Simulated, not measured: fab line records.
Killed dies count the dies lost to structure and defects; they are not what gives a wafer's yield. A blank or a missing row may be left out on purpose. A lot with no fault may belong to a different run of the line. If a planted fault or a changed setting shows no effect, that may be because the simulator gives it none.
Which tool is to blame? | flow sky130 | 6 lots, 18 wafers sampled, at 3 steps of a route of 708

## WHAT THE GAUGES SHOWED, per wafer
SKY_VT_ADJUST_NCORE_TW_MEAS_11.
lot  | measured     | on            | VT_ADJUST_NCORE_TW
L978 | day 9 02:14  | film_metro-01 | 216.9 217.1 217.8
L982 | day 10 05:23 | film_metro-03 | 221.5 218.8 219.8
L984 | day 10 17:19 | film_metro-03 | 219.4 220.0 219.9
L986 | day 11 05:32 | film_metro-01 | 218.4 218.9 218.8
L988 | day 11 20:00 | film_metro-02 | 217.7 218.2 216.5
L993 | day 13 08:25 | film_metro-03 | 30.2 30.0 30.1

## TOOL THAT RAN EACH LOT (tool first, then ch and the chambers of the sampled wafers, then the start)
lot  | SKY_VT_ADJUST_LVTN_STRIP_20          | SKY_VT_ADJUST_NCORE_STRIP_10
L978 | plasma_asher-03 ch 0,1, day 8 05:10  | plasma_asher-04 ch 0,1, day 9 02:08
L982 | plasma_asher-03 ch 0,1, day 9 06:37  | plasma_asher-01 ch 0,1, day 10 05:17
L984 | plasma_asher-04 ch 0, day 9 17:52    | plasma_asher-02 ch 0,1, day 10 17:13
L986 | plasma_asher-04 ch 0,1, day 10 05:49 | plasma_asher-04 ch 0,1, day 11 05:26
L988 | plasma_asher-03 ch 0,1, day 10 20:18 | plasma_asher-04 ch 0,1, day 11 19:55
L993 | plasma_asher-03 ch 0,1, day 12 07:49 | plasma_asher-02 ch 0,1, day 13 08:19
- SKY_VT_ADJUST_LVTN_STRIP_20: strips in O2/N2.
- SKY_VT_ADJUST_NCORE_STRIP_10: strips in O2/N2.

## THE ANSWER, worked out from the rows above alone
Rule: what is usual is taken from the lots themselves. Put in order of their means at a reading, lots are off if they are a third of the lots or fewer, leave a main group of 4 or more, and stand apart from it by a gap of 3 or more times the standard deviation of the main group's means; of several such gaps the widest counts. A main group is skipped when, at the precision printed for the reading in the tables above, its means are all equal. A lot without any number at a reading at which 4 lots or more have one is off too. The other lots that the step has rows for count as sound.
Off: L993, seen at SKY_VT_ADJUST_NCORE_TW_MEAS_11 (VT_ADJUST_NCORE_TW). The main group: mean 218.6, standard deviation 1.1.
If a tool, at a process step before that reading, ran all the lots that are off and no sound lot after the first of them, it fits. The gauges at SKY_VT_ADJUST_NCORE_TW_MEAS_11 are tried like those tools. Can't be told from this: 3 tools fit, plasma_asher-03 at SKY_VT_ADJUST_LVTN_STRIP_20, plasma_asher-02 at SKY_VT_ADJUST_NCORE_STRIP_10, film_metro-03 at SKY_VT_ADJUST_NCORE_TW_MEAS_11.

## WHAT THE SIMULATOR HAD INSERTED
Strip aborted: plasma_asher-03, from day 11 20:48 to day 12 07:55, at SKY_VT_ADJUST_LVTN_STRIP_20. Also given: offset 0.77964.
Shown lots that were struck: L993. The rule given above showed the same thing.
